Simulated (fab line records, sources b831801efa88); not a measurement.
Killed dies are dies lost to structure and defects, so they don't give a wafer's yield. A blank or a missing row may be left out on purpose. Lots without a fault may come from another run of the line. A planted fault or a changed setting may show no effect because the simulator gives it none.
fab line records | flow gf180mcu
record lots=5 wafers=15 last_day=34
route steps=602 shown HV_LDD@176
lots that met no fault: from a run of the same line without faults
start_h: hours from the record's first day to the start of the lot's first wafer shown | wait_h: hours since the lot's step before | " the same as in the row above | L1.1+2: a row that stands for several wafers | - no value, or no start given | * or withheld: withheld | < > ~ a bound
route shown NAME@n: a module of which the file shows steps, and the number in the route of the first | usual: mean/standard deviation of fault-free wafers | same: alike in all rows | chamber/n: place in a boat | sites: the reading at each site | _std_site: their standard deviation | _edge_site: outer sites' mean less inner sites' | radius_mm: how far each site lies from the wafer's centre | mask NAME#n: copy n | behind: the tool/chamber that last shaped the wafer | hold: why the lot was held/for how many hours/how that ended | device: the transistor (n, p or np) that didn't switch | end of line: the same wafers' tests at the end of the route | a step without rows: its recipe alone | killed: dies lost to structure and defects at the first sort, not the wafer's yield | map: a wafer's dies, x killed, . not, _ none there
set.NAME: the setting as run; set.NAME@STEP: as run at that earlier step | model.NAME: the simulator's own value behind a step, which no gauge read
lots at some steps of the route; a table a step, a row a wafer
services: from which hour (start_h, from the record's first day; less than 0 if before it) a tool's chamber was out of use, for how many hours, and why
## steps
# step GF_HV_LDD_DEHYDRATE_00
# recipe temp_c=200 time_s=60
# columns lot.wafer tool chamber start_h wait_h
L075.3+5+6 litho_track-03 0 219.49 8.6
L077.1+2+6 litho_track-04 0 225.06 9.0
L087.3+4+6 litho_track-03 0 301.14 10.1
L092.1+2+6 litho_track-04 0 339.71 10.0
L095.1+4+6 litho_track-03 0 358.59 10.5
# step GF_HV_LDD_HMDS_01
# recipe prime_time_s=60 prime_temp_c=120
# same prime_time_s=60
# columns lot.wafer tool chamber start_h wait_h
L075.3+5+6 litho_track-03 0 219.64 0.1
L077.1+2+6 litho_track-04 0 225.21 0.1
L087.3+4+6 litho_track-03 0 301.29 0.1
L092.1+2+6 litho_track-04 0 339.86 0.1
L095.1+4+6 litho_track-03 0 358.74 0.1
# step GF_HV_LDD_COAT_02
# recipe resist=NOVOLAK spin_rpm=3000 resist_thk_nm=1000
# columns lot.wafer tool chamber start_h wait_h
L075.3+5+6 litho_track-03 0 219.79 0.1
L077.1+2+6 litho_track-04 0 225.36 0.1
L087.3+4+6 litho_track-03 0 301.44 0.1
L092.1+2+6 litho_track-04 0 340.01 0.1
L095.1+4+6 litho_track-03 0 358.89 0.1
# step GF_HV_LDD_SOFTBAKE_03
# recipe temp_c=90 time_s=60 resist=NOVOLAK
# columns lot.wafer tool chamber start_h wait_h
L075.3+5+6 litho_track-03 0 219.94 0.1
L077.1+2+6 litho_track-04 0 225.51 0.1
L087.3+4+6 litho_track-03 0 301.59 0.1
L092.1+2+6 litho_track-04 0 340.16 0.1
L095.1+4+6 litho_track-03 0 359.04 0.1
# step GF_HV_LDD_EXPOSE_04
# recipe mask_id=Nplus_LV_AREA target_cd_nm=400 na=0.6 source_shape=conventional sigma_outer=0.6 dose_mj=140
# columns lot.wafer tool chamber start_h wait_h mask
L075.3+5+6 iline_stepper-01 0 - - Nplus_LV_AREA#0
L077.1+2+6 iline_stepper-02 0 - - Nplus_LV_AREA#0
L087.3+4+6 iline_stepper-02 0 - - Nplus_LV_AREA#0
L092.1+2+6 iline_stepper-02 0 - - Nplus_LV_AREA#0
L095.1+4+6 iline_stepper-01 0 - - Nplus_LV_AREA#0
# step GF_HV_LDD_PEB_05
# recipe temp_c=withheld time_s=* resist=NOVOLAK
# columns lot.wafer tool chamber start_h wait_h
L075.3+5+6 litho_track-03 0 - -
L077.1+2+6 litho_track-04 0 - -
L087.3+4+6 litho_track-04 0 - -
L092.1+2+6 litho_track-03 0 - -
L095.1+4+6 litho_track-03 0 - -
# step GF_HV_LDD_DEVELOP_06
# recipe develop_time_s=60 dev_temp_c=23
# columns lot.wafer tool chamber start_h wait_h
L075.3+5+6 litho_track-03 0 228.79 0.1
L077.1+2+6 litho_track-04 0 234.11 0.1
L087.3+4+6 litho_track-04 0 312.21 0.1
L092.1+2+6 litho_track-03 0 351.24 0.1
L095.1+4+6 litho_track-03 0 369.74 0.1
# step GF_HV_LDD_CD_MEAS_07
# recipe target_cd_nm=400
# usual cd_nm=400.9/2.7
# columns lot.wafer tool chamber start_h wait_h cd_nm
L075.3 cd_sem-02 - 228.93 0.1 403.2
L075.5 " - " " 405.6
L075.6 " - " " 403.2
L077.1 cd_sem-01 - 234.26 0.1 401.7
L077.2 " - " " 400.7
L077.6 " - " " 402.1
L087.3 cd_sem-02 - 312.35 0.1 400.7
L087.4 " - " " 401.4
L087.6 " - " " 401.4
L092.1 cd_sem-01 - 351.39 0.1 402.8
L092.2 " - " " 403.4
L092.6 " - " " 403.9
L095.1 cd_sem-02 - 369.89 0.1 403.6
L095.4 " - " " 402.4
L095.6 " - " " 403.7
# step GF_HV_LDD_OVL_MEAS_08
# usual HV_LDD_OVL=0.3/1.5
# columns lot.wafer tool chamber start_h wait_h HV_LDD_OVL[nm]
L075.3 overlay-02 - 229.02 0.1 3.0
L075.5 " - " " 2.9
L075.6 " - " " 1.9
L077.1 overlay-02 - 234.38 0.1 0.0
L077.2 " - " " 0.0
L077.6 " - " " -1.1
L087.3 overlay-01 - 312.44 0.1 1.2
L087.4 " - " " 0.9
L087.6 " - " " 0.3
L092.1 overlay-01 - 351.51 0.1 1.4
L092.2 " - " " 2.2
L092.6 " - " " 0.9
L095.1 overlay-01 - 370.01 0.1 2.1
L095.4 " - " " 1.8
L095.6 " - " " 2.2
# step GF_HV_LDD_IMPLANT_09
# recipe species=As energy_kev=40 dose_cm2=1e+14 tilt_deg=7
# columns lot.wafer tool chamber start_h wait_h
L075.3+5+6 implanter-01 0 229.10 0.1
L077.1+2+6 implanter-03 0 234.41 0.0
L087.3+4+6 implanter-03 0 312.51 0.1
L092.1+2+6 implanter-02 0 351.54 0.0
L095.1+4+6 implanter-02 0 370.04 0.0
# step GF_HV_LDD_STRIP_10
# recipe chemistry=O2/N2 power_w=1400 pressure_mtorr=1500 platen_temp_c=250 o2_flow_sccm=3000 n2_flow_sccm=300 overash_fraction=0.5
# usual drypump_motor_current_A=5.6/0.36 heater_power_w=330/27 n2_flow_sccm=300.1/0.85 oes_product_au=0.716/0.0047 strip_time_to_endpoint_s=12.63/0.036
# columns lot.wafer tool chamber start_h wait_h drypump_motor_current_A heater_power_w n2_flow_sccm oes_product_au rf_hours_counter_h strip_time_to_endpoint_s
L075.3 plasma_asher-02 0 229.23 0.1 5.6 324 299.9 0.707 - 12.64
L075.5 " 1 " " 5.3 318 300.9 0.718 - 12.66
L075.6 " 0 " " 5.6 319 299.7 0.711 - 12.66
L077.1 plasma_asher-01 1 234.56 0.1 5.2 281 300.4 0.715 55 12.66
L077.2 " 0 " " 5.0 328 299.0 0.721 55 12.65
L077.6 " 1 " " 5.2 284 300.5 0.711 - 12.61
L087.3 plasma_asher-03 0 312.65 0.1 5.9 365 298.5 0.715 - 12.62
L087.4 " 1 " " 5.9 335 299.9 0.719 - 12.56
L087.6 " 1 " " 5.9 334 298.9 0.712 - 12.60
L092.1 plasma_asher-03 1 351.69 0.1 5.9 332 300.6 0.716 59 12.64
L092.2 " 0 " " 5.9 365 298.0 0.713 59 12.60
L092.6 " 1 " " 5.9 340 301.0 0.721 - 12.61
L095.1 plasma_asher-03 0 370.19 0.1 5.9 366 301.1 0.717 61 12.58
L095.4 " 0 " " 5.9 376 301.3 0.715 - 12.60
L095.6 " 0 " " 5.9 362 301.4 0.718 - 12.63
# step GF_HV_LDD_TW_MEAS_11
# usual HV_LDD_TW=2401/10
# columns lot.wafer tool chamber start_h wait_h HV_LDD_TW
L075.3 film_metro-01 - 229.32 0.1 2403
L075.5 " - " " 2393
L075.6 " - " " 2406
L077.1 film_metro-01 - 234.69 0.1 2406
L077.2 " - " " 2416
L077.6 " - " " 2404
L087.3 film_metro-01 - 312.73 0.1 2407
L087.4 " - " " 2406
L087.6 " - " " 2408
L092.1 film_metro-01 - 351.79 0.1 2396
L092.2 " - " " 2399
L092.6 " - " " 2415
L095.1 film_metro-04 - 370.29 0.1 2394
L095.4 " - " " 2389
L095.6 " - " " 2393
# step GF_HV_LDD_DEHYDRATE_12
# recipe temp_c=200 time_s=60
# columns lot.wafer tool chamber start_h wait_h
L075.3+5+6 litho_track-03 0 237.69 8.4
L077.1+2+6 litho_track-04 0 243.51 8.8
L087.3+4+6 litho_track-04 0 322.01 9.3
L092.1+2+6 litho_track-03 0 361.74 9.9
L095.1+4+6 litho_track-04 0 381.16 10.9
# step GF_HV_LDD_HMDS_13
# recipe prime_time_s=60 prime_temp_c=120
# same prime_time_s=60
# columns lot.wafer tool chamber start_h wait_h
L075.3+5+6 litho_track-03 0 237.84 0.1
L077.1+2+6 litho_track-04 0 243.66 0.1
L087.3+4+6 litho_track-04 0 322.16 0.1
L092.1+2+6 litho_track-03 0 361.89 0.1
L095.1+4+6 litho_track-04 0 381.31 0.1
# step GF_HV_LDD_COAT_14
# recipe resist=NOVOLAK spin_rpm=3000 resist_thk_nm=1000
# columns lot.wafer tool chamber start_h wait_h
L075.3+5+6 litho_track-03 0 237.99 0.1
L077.1+2+6 litho_track-04 0 243.81 0.1
L087.3+4+6 litho_track-04 0 322.31 0.1
L092.1+2+6 litho_track-03 0 362.04 0.1
L095.1+4+6 litho_track-04 0 381.46 0.1
# step GF_HV_LDD_SOFTBAKE_15
# recipe temp_c=90 time_s=60 resist=NOVOLAK
# columns lot.wafer tool chamber start_h wait_h
L075.3+5+6 litho_track-03 0 238.14 0.1
L077.1+2+6 litho_track-04 0 243.96 0.1
L087.3+4+6 litho_track-04 0 322.46 0.1
L092.1+2+6 litho_track-03 0 362.19 0.1
L095.1+4+6 litho_track-04 0 381.61 0.1
# step GF_HV_LDD_EXPOSE_16
# recipe mask_id=Pplus_LV_AREA target_cd_nm=400 na=0.6 source_shape=conventional sigma_outer=0.6 dose_mj=140
# columns lot.wafer tool chamber start_h wait_h mask
L075.3+5+6 iline_stepper-01 0 - - Pplus_LV_AREA#0
L077.1+2+6 iline_stepper-01 0 - - Pplus_LV_AREA#0
L087.3+4+6 iline_stepper-02 0 - - Pplus_LV_AREA#0
L092.1+2+6 iline_stepper-01 0 - - Pplus_LV_AREA#0
L095.1+4+6 iline_stepper-02 0 - - Pplus_LV_AREA#0
# step GF_HV_LDD_PEB_17
# recipe temp_c=withheld time_s=* resist=NOVOLAK
# columns lot.wafer tool chamber start_h wait_h
L075.3+5+6 litho_track-04 0 - -
L077.1+2+6 litho_track-03 0 - -
L087.3+4+6 litho_track-03 0 - -
L092.1+2+6 litho_track-03 0 - -
L095.1+4+6 litho_track-03 0 - -
# step GF_HV_LDD_DEVELOP_18
# recipe develop_time_s=60 dev_temp_c=23
# columns lot.wafer tool chamber start_h wait_h
L075.3+5+6 litho_track-04 0 246.86 0.1
L077.1+2+6 litho_track-03 0 253.24 0.1
L087.3+4+6 litho_track-03 0 332.34 0.1
L092.1+2+6 litho_track-03 0 373.14 0.1
L095.1+4+6 litho_track-03 0 392.49 0.1
# step GF_HV_LDD_CD_MEAS_19
# recipe target_cd_nm=400
# usual cd_nm=401.1/2
# columns lot.wafer tool chamber start_h wait_h cd_nm
L075.3 cd_sem-02 - 247.00 0.1 395.5
L075.5 " - " " 398.3
L075.6 " - " " 398.8
L077.1 cd_sem-01 - 253.39 0.1 401.3
L077.2 " - " " 401.9
L077.6 " - " " 401.9
L087.3 cd_sem-02 - 332.48 0.1 397.7
L087.4 " - " " 400.9
L087.6 " - " " 401.3
L092.1 cd_sem-02 - 373.29 0.1 400.3
L092.2 " - " " 398.9
L092.6 " - " " 400.0
L095.1 cd_sem-02 - 392.64 0.1 401.4
L095.4 " - " " 402.1
L095.6 " - " " 400.5
# step GF_HV_LDD_OVL_MEAS_20
# usual HV_LDD_01_OVL=-0.1/1.6
# columns lot.wafer tool chamber start_h wait_h HV_LDD_01_OVL[nm]
L075.3 overlay-01 - 247.09 0.1 -0.6
L075.5 " - " " 1.9
L075.6 " - " " 0.3
L077.1 overlay-01 - 253.51 0.1 1.4
L077.2 " - " " 1.8
L077.6 " - " " 1.6
L087.3 overlay-02 - 332.57 0.1 0.7
L087.4 " - " " -0.2
L087.6 " - " " -0.5
L092.1 overlay-02 - 373.41 0.1 -1.1
L092.2 " - " " -3.3
L092.6 " - " " -3.4
L095.1 overlay-01 - 392.76 0.1 1.2
L095.4 " - " " 1.2
L095.6 " - " " 1.1
# step GF_HV_LDD_IMPLANT_21
# recipe species=BF2 energy_kev=25 dose_cm2=5e+13 tilt_deg=7
# columns lot.wafer tool chamber start_h wait_h
L075.3+5+6 implanter-03 0 247.16 0.1
L077.1+2+6 implanter-02 0 253.55 0.0
L087.3+4+6 implanter-02 0 332.64 0.1
L092.1+2+6 implanter-02 0 373.44 0.0
L095.1+4+6 implanter-01 0 392.79 0.0
# step GF_HV_LDD_STRIP_22
# recipe chemistry=O2/N2 power_w=1400 pressure_mtorr=1500 platen_temp_c=250 o2_flow_sccm=3000 n2_flow_sccm=300 overash_fraction=0.5
# usual drypump_motor_current_A=5.5/0.33 heater_power_w=328/26 n2_flow_sccm=299.9/1 oes_product_au=0.716/0.0045 strip_time_to_endpoint_s=12.63/0.036
# columns lot.wafer tool chamber start_h wait_h drypump_motor_current_A heater_power_w n2_flow_sccm oes_product_au rf_hours_counter_h strip_time_to_endpoint_s
L075.3 plasma_asher-01 1 247.30 0.1 5.2 273 301.6 0.721 - 12.57
L075.5 " 1 " " 5.2 285 299.1 0.712 - 12.58
L075.6 " 0 " " 5.0 326 300.7 0.711 - 12.59
L077.1 plasma_asher-03 0 253.70 0.1 5.9 366 299.2 0.713 48 12.74
L077.2 " 1 " " 5.9 338 301.0 0.719 48 12.67
L077.6 " 1 " " 5.9 330 299.5 0.712 - 12.70
L087.3 plasma_asher-03 0 332.78 0.1 5.9 374 299.5 0.713 - 12.63
L087.4 " 1 " " 5.9 343 299.3 0.708 - 12.64
L087.6 " 0 " " 5.9 365 298.4 0.714 - 12.64
L092.1 plasma_asher-03 1 373.59 0.1 5.9 335 299.9 0.713 61 12.56
L092.2 " 0 " " 5.9 363 300.8 0.712 61 12.59
L092.6 " 0 " " 5.9 363 300.7 0.720 - 12.54
L095.1 plasma_asher-03 0 392.94 0.1 5.9 369 299.8 0.713 63 12.61
L095.4 " 0 " " 6.0 360 299.9 0.717 - 12.61
L095.6 " 1 " " 5.9 340 301.2 0.726 - 12.62
# step GF_HV_LDD_TW_MEAS_23
# usual HV_LDD_2_TW=1051/5.4
# columns lot.wafer tool chamber start_h wait_h HV_LDD_2_TW
L075.3 film_metro-04 - 247.38 0.1 1043
L075.5 " - " " 1044
L075.6 " - " " 1046
L077.1 film_metro-04 - 253.80 0.1 1045
L077.2 " - " " 1045
L077.6 " - " " 1042
L087.3 film_metro-01 - 332.86 0.1 1054
L087.4 " - " " 1059
L087.6 " - " " 1061
L092.1 film_metro-02 - 373.69 0.1 1055
L092.2 " - " " 1056
L092.6 " - " " 1050
L095.1 film_metro-02 - 393.04 0.1 1053
L095.4 " - " " 1057
L095.6 " - " " 1060
# step GF_HV_LDD_DEHYDRATE_24
# recipe temp_c=200 time_s=60
# columns lot.wafer tool chamber start_h wait_h
L075.3+5+6 litho_track-04 0 256.36 9.0
L077.1+2+6 litho_track-04 0 262.96 9.2
L087.3+4+6 litho_track-04 0 343.16 10.3
L092.1+2+6 litho_track-01 0 383.76 10.1
L095.1+4+6 litho_track-01 0 404.21 11.2
# step GF_HV_LDD_HMDS_25
# recipe prime_time_s=60 prime_temp_c=120
# same prime_time_s=60
# columns lot.wafer tool chamber start_h wait_h
L075.3+5+6 litho_track-04 0 256.51 0.1
L077.1+2+6 litho_track-04 0 263.11 0.1
L087.3+4+6 litho_track-04 0 343.31 0.1
L092.1+2+6 litho_track-01 0 383.91 0.1
L095.1+4+6 litho_track-01 0 404.36 0.1
# step GF_HV_LDD_COAT_26
# recipe resist=NOVOLAK spin_rpm=3000 resist_thk_nm=1000
# columns lot.wafer tool chamber start_h wait_h
L075.3+5+6 litho_track-04 0 256.66 0.1
L077.1+2+6 litho_track-04 0 263.26 0.1
L087.3+4+6 litho_track-04 0 343.46 0.1
L092.1+2+6 litho_track-01 0 384.06 0.1
L095.1+4+6 litho_track-01 0 404.51 0.1
# step GF_HV_LDD_SOFTBAKE_27
# recipe temp_c=90 time_s=60 resist=NOVOLAK
# columns lot.wafer tool chamber start_h wait_h
L075.3+5+6 litho_track-04 0 256.81 0.1
L077.1+2+6 litho_track-04 0 263.41 0.1
L087.3+4+6 litho_track-04 0 343.61 0.1
L092.1+2+6 litho_track-01 0 384.21 0.1
L095.1+4+6 litho_track-01 0 404.66 0.1
# step GF_HV_LDD_EXPOSE_28
# recipe mask_id=Nplus_HV_AREA target_cd_nm=400 na=0.6 source_shape=conventional sigma_outer=0.6 dose_mj=140
# columns lot.wafer tool chamber start_h wait_h mask
L075.3+5+6 iline_stepper-02 0 - - Nplus_HV_AREA#0
L077.1+2+6 iline_stepper-02 0 - - Nplus_HV_AREA#0
L087.3+4+6 iline_stepper-02 0 - - Nplus_HV_AREA#0
L092.1+2+6 iline_stepper-02 0 - - Nplus_HV_AREA#0
L095.1+4+6 iline_stepper-02 0 - - Nplus_HV_AREA#0
# step GF_HV_LDD_PEB_29
# recipe temp_c=withheld time_s=* resist=NOVOLAK
# columns lot.wafer tool chamber start_h wait_h
L075.3+5+6 litho_track-03 0 - -
L077.1+2+6 litho_track-03 0 - -
L087.3+4+6 litho_track-04 0 - -
L092.1+2+6 litho_track-03 0 - -
L095.1+4+6 litho_track-04 0 - -
# step GF_HV_LDD_DEVELOP_30
# recipe develop_time_s=60 dev_temp_c=23
# columns lot.wafer tool chamber start_h wait_h
L075.3+5+6 litho_track-03 0 266.64 0.1
L077.1+2+6 litho_track-03 0 273.19 0.1
L087.3+4+6 litho_track-04 0 354.31 0.1
L092.1+2+6 litho_track-03 0 395.99 0.1
L095.1+4+6 litho_track-04 0 416.66 0.1
# step GF_HV_LDD_CD_MEAS_31
# recipe target_cd_nm=400
# usual cd_nm=400.7/2.1
# columns lot.wafer tool chamber start_h wait_h cd_nm
L075.3 cd_sem-01 - 266.78 0.1 403.5
L075.5 " - " " 404.7
L075.6 " - " " 406.1
L077.1 cd_sem-02 - 273.34 0.1 402.6
L077.2 " - " " 401.8
L077.6 " - " " 404.7
L087.3 cd_sem-02 - 354.45 0.1 398.9
L087.4 " - " " 399.9
L087.6 " - " " 399.2
L092.1 cd_sem-01 - 396.14 0.1 400.1
L092.2 " - " " 400.1
L092.6 " - " " 399.9
L095.1 cd_sem-01 - 416.81 0.1 401.7
L095.4 " - " " 402.5
L095.6 " - " " 402.7
# step GF_HV_LDD_OVL_MEAS_32
# usual HV_LDD_02_OVL=1.1/1.3
# columns lot.wafer tool chamber start_h wait_h HV_LDD_02_OVL[nm]
L075.3 overlay-01 - 266.87 0.1 -1.3
L075.5 " - " " -0.6
L075.6 " - " " 0.5
L077.1 overlay-01 - 273.46 0.1 2.5
L077.2 " - " " 1.3
L077.6 " - " " 1.2
L087.3 overlay-01 - 354.54 0.1 0.2
L087.4 " - " " 2.2
L087.6 " - " " 0.6
L092.1 overlay-02 - 396.26 0.1 3.1
L092.2 " - " " 4.3
L092.6 " - " " 3.9
L095.1 overlay-01 - 416.93 0.1 -0.6
L095.4 " - " " 2.0
L095.6 " - " " 2.1
# step GF_HV_LDD_IMPLANT_33
# recipe species=P energy_kev=60 dose_cm2=7.5e+12 tilt_deg=30 rotation_deg=0
# columns lot.wafer tool chamber start_h wait_h
L075.3+5+6 implanter-03 0 266.95 0.1
L077.1+2+6 implanter-03 0 273.50 0.0
L087.3+4+6 implanter-02 0 354.61 0.1
L092.1+2+6 implanter-01 0 396.29 0.0
L095.1+4+6 implanter-02 0 416.96 0.0
# step GF_HV_LDD_IMPLANT_34
# recipe species=P energy_kev=60 dose_cm2=7.5e+12 tilt_deg=30 rotation_deg=90
# columns lot.wafer tool chamber start_h wait_h
L075.3+5+6 implanter-03 0 267.10 0.1
L077.1+2+6 implanter-03 0 273.65 0.1
L087.3+4+6 implanter-02 0 354.76 0.1
L092.1+2+6 implanter-01 0 396.44 0.1
L095.1+4+6 implanter-02 0 417.11 0.1
# step GF_HV_LDD_IMPLANT_35
# recipe species=P energy_kev=60 dose_cm2=7.5e+12 tilt_deg=30 rotation_deg=180
# columns lot.wafer tool chamber start_h wait_h
L075.3+5+6 implanter-03 0 267.25 0.1
L077.1+2+6 implanter-03 0 273.80 0.1
L087.3+4+6 implanter-02 0 354.91 0.1
L092.1+2+6 implanter-01 0 396.59 0.1
L095.1+4+6 implanter-02 0 417.26 0.1
# step GF_HV_LDD_IMPLANT_36
# recipe species=P energy_kev=60 dose_cm2=7.5e+12 tilt_deg=30 rotation_deg=270
# columns lot.wafer tool chamber start_h wait_h
L075.3+5+6 implanter-03 0 267.40 0.1
L077.1+2+6 implanter-03 0 273.95 0.1
L087.3+4+6 implanter-02 0 355.06 0.1
L092.1+2+6 implanter-01 0 396.74 0.1
L095.1+4+6 implanter-02 0 417.41 0.1
# step GF_HV_LDD_STRIP_37
# recipe chemistry=O2/N2 power_w=1400 pressure_mtorr=1500 platen_temp_c=250 o2_flow_sccm=3000 n2_flow_sccm=300 overash_fraction=0.5
# usual drypump_motor_current_A=5.3/0.34 heater_power_w=318/27 n2_flow_sccm=300.1/0.93 oes_product_au=0.716/0.0046 strip_time_to_endpoint_s=12.62/0.035
# columns lot.wafer tool chamber start_h wait_h drypump_motor_current_A heater_power_w n2_flow_sccm oes_product_au rf_hours_counter_h strip_time_to_endpoint_s
L075.3 plasma_asher-01 1 267.53 0.1 5.2 285 299.4 0.718 - 12.63
L075.5 " 1 " " 5.2 294 299.6 0.720 - 12.66
L075.6 " 0 " " 5.0 322 301.3 0.718 - 12.68
L077.1 plasma_asher-03 1 274.10 0.1 5.9 338 301.5 0.721 50 12.58
L077.2 " 0 " " 5.9 370 300.4 0.713 50 12.62
L077.6 " 0 " " 5.9 367 300.1 0.714 - 12.58
L087.3 plasma_asher-02 0 355.20 0.1 5.6 332 299.6 0.719 - 12.61
L087.4 " 1 " " 5.3 314 299.7 0.712 - 12.60
L087.6 " 0 " " 5.6 323 298.8 0.716 - 12.61
L092.1 plasma_asher-03 0 396.89 0.1 5.9 377 300.5 0.713 63 12.65
L092.2 " 1 " " 5.9 341 301.2 0.714 63 12.67
L092.6 " 1 " " 5.9 344 300.2 0.706 - 12.66
L095.1 plasma_asher-01 0 417.56 0.1 5.0 324 299.2 0.712 74 12.60
L095.4 " 0 " " 5.0 324 300.1 0.718 - 12.58
L095.6 " 0 " " 5.0 331 298.8 0.717 - 12.57
# step GF_HV_LDD_TW_MEAS_38
# usual HV_LDD_3_TW=1432/8
# columns lot.wafer tool chamber start_h wait_h HV_LDD_3_TW
L075.3 film_metro-02 - 267.62 0.1 1439
L075.5 " - " " 1430
L075.6 " - " " 1429
L077.1 film_metro-02 - 274.20 0.1 1433
L077.2 " - " " 1426
L077.6 " - " " 1424
L087.3 film_metro-02 - 355.28 0.1 1448
L087.4 " - " " 1440
L087.6 " - " " 1447
L092.1 film_metro-04 - 396.99 0.1 1433
L092.2 " - " " 1434
L092.6 " - " " 1433
L095.1 film_metro-04 - 417.66 0.1 1425
L095.4 " - " " 1429
L095.6 " - " " 1430
# step GF_HV_LDD_DEHYDRATE_39
# recipe temp_c=200 time_s=60
# columns lot.wafer tool chamber start_h wait_h
L075.3+5+6 litho_track-04 0 276.76 9.1
L077.1+2+6 litho_track-03 0 283.24 9.0
L087.3+4+6 litho_track-03 0 365.64 10.3
L092.1+2+6 litho_track-04 0 408.11 11.1
L095.1+4+6 litho_track-01 0 429.36 11.7
# step GF_HV_LDD_HMDS_40
# recipe prime_time_s=60 prime_temp_c=120
# same prime_time_s=60
# columns lot.wafer tool chamber start_h wait_h
L075.3+5+6 litho_track-04 0 276.91 0.1
L077.1+2+6 litho_track-03 0 283.39 0.1
L087.3+4+6 litho_track-03 0 365.79 0.1
L092.1+2+6 litho_track-04 0 408.26 0.1
L095.1+4+6 litho_track-01 0 429.51 0.1
# step GF_HV_LDD_COAT_41
# recipe resist=NOVOLAK spin_rpm=3000 resist_thk_nm=1000
# columns lot.wafer tool chamber start_h wait_h
L075.3+5+6 litho_track-04 0 277.06 0.1
L077.1+2+6 litho_track-03 0 283.54 0.1
L087.3+4+6 litho_track-03 0 365.94 0.1
L092.1+2+6 litho_track-04 0 408.41 0.1
L095.1+4+6 litho_track-01 0 429.66 0.1
# step GF_HV_LDD_SOFTBAKE_42
# recipe temp_c=90 time_s=60 resist=NOVOLAK
# columns lot.wafer tool chamber start_h wait_h
L075.3+5+6 litho_track-04 0 277.21 0.1
L077.1+2+6 litho_track-03 0 283.69 0.1
L087.3+4+6 litho_track-03 0 366.09 0.1
L092.1+2+6 litho_track-04 0 408.56 0.1
L095.1+4+6 litho_track-01 0 429.81 0.1
# step GF_HV_LDD_EXPOSE_43
# recipe mask_id=Pplus_HV_AREA target_cd_nm=400 na=0.6 source_shape=conventional sigma_outer=0.6 dose_mj=140
# columns lot.wafer tool chamber start_h wait_h mask
L075.3+5+6 iline_stepper-02 0 - - Pplus_HV_AREA#0
L077.1+2+6 iline_stepper-02 0 - - Pplus_HV_AREA#0
L087.3+4+6 iline_stepper-02 0 - - Pplus_HV_AREA#0
L092.1+2+6 iline_stepper-01 0 - - Pplus_HV_AREA#0
L095.1+4+6 iline_stepper-01 0 - - Pplus_HV_AREA#0
# step GF_HV_LDD_PEB_44
# recipe temp_c=withheld time_s=* resist=NOVOLAK
# columns lot.wafer tool chamber start_h wait_h
L075.3+5+6 litho_track-04 0 - -
L077.1+2+6 litho_track-04 0 - -
L087.3+4+6 litho_track-04 0 - -
L092.1+2+6 litho_track-04 0 - -
L095.1+4+6 litho_track-04 0 - -
# step GF_HV_LDD_DEVELOP_45
# recipe develop_time_s=60 dev_temp_c=23
# columns lot.wafer tool chamber start_h wait_h
L075.3+5+6 litho_track-04 0 286.91 0.1
L077.1+2+6 litho_track-04 0 293.56 0.1
L087.3+4+6 litho_track-04 0 377.91 0.1
L092.1+2+6 litho_track-04 0 420.11 0.1
L095.1+4+6 litho_track-04 0 441.31 0.1
# step GF_HV_LDD_CD_MEAS_46
# recipe target_cd_nm=400
# usual cd_nm=400.7/2.5
# columns lot.wafer tool chamber start_h wait_h cd_nm
L075.3 cd_sem-02 - 287.05 0.1 400.7
L075.5 " - " " 399.4
L075.6 " - " " 398.0
L077.1 cd_sem-01 - 293.71 0.1 402.0
L077.2 " - " " 402.1
L077.6 " - " " 402.4
L087.3 cd_sem-01 - 378.05 0.1 397.1
L087.4 " - " " 395.5
L087.6 " - " " 396.8
L092.1 cd_sem-02 - 420.26 0.1 399.0
L092.2 " - " " 401.3
L092.6 " - " " 401.9
L095.1 cd_sem-01 - 441.46 0.1 404.5
L095.4 " - " " 405.4
L095.6 " - " " 404.9
# step GF_HV_LDD_OVL_MEAS_47
# usual HV_LDD_03_OVL=-0.5/1.4
# columns lot.wafer tool chamber start_h wait_h HV_LDD_03_OVL[nm]
L075.3 overlay-02 - 287.14 0.1 -1.4
L075.5 " - " " -0.5
L075.6 " - " " 0.7
L077.1 overlay-02 - 293.83 0.1 2.2
L077.2 " - " " -0.3
L077.6 " - " " 0.9
L087.3 overlay-02 - 378.14 0.1 -3.9
L087.4 " - " " -3.0
L087.6 " - " " -0.8
L092.1 overlay-01 - 420.38 0.1 -1.2
L092.2 " - " " -2.2
L092.6 " - " " -0.7
L095.1 overlay-01 - 441.58 0.1 0.9
L095.4 " - " " -0.2
L095.6 " - " " -2.2
# step GF_HV_LDD_IMPLANT_48
# recipe species=B energy_kev=25 dose_cm2=3e+13 tilt_deg=7
# columns lot.wafer tool chamber start_h wait_h
L075.3+5+6 implanter-03 0 287.21 0.1
L077.1+2+6 implanter-02 0 293.86 0.0
L087.3+4+6 implanter-01 0 378.21 0.1
L092.1+2+6 implanter-01 0 420.41 0.0
L095.1+4+6 implanter-02 0 441.61 0.0
## services
# columns tool chamber start_h hours kind
iline_stepper-02 0 201.71 - calibration
implanter-01 - 211.43 1.3 repair
plasma_asher-02 - 226.03 1.4 repair
plasma_asher-01 - 267.79 2.8 pm
implanter-01 - 276.49 3.6 pm
implanter-01 - 307.94 2.2 repair
implanter-03 - 318.87 60.6 pm
implanter-02 - 326.68 3.5 repair
implanter-01 - 329.11 2.5 repair
iline_stepper-01 - 337.48 1.7 pm
implanter-02 - 339.35 1.2 repair
implanter-01 - 348.70 9.3 repair
iline_stepper-01 0 367.00 - calibration
iline_stepper-02 - 378.81 1.7 pm
plasma_asher-03 - 386.95 2.4 repair
implanter-03 - 393.94 16.2 repair
iline_stepper-02 0 417.81 - calibration
implanter-03 - 419.46 1.1 repair
implanter-02 - 420.27 3.8 repair
plasma_asher-02 - 421.25 9.0 pm
plasma_asher-02 0 421.25 9.0 vent_cycle
plasma_asher-02 1 421.25 9.0 vent_cycle
plasma_asher-02 0 430.25 - clean
plasma_asher-02 1 430.25 - clean
## key
fault none
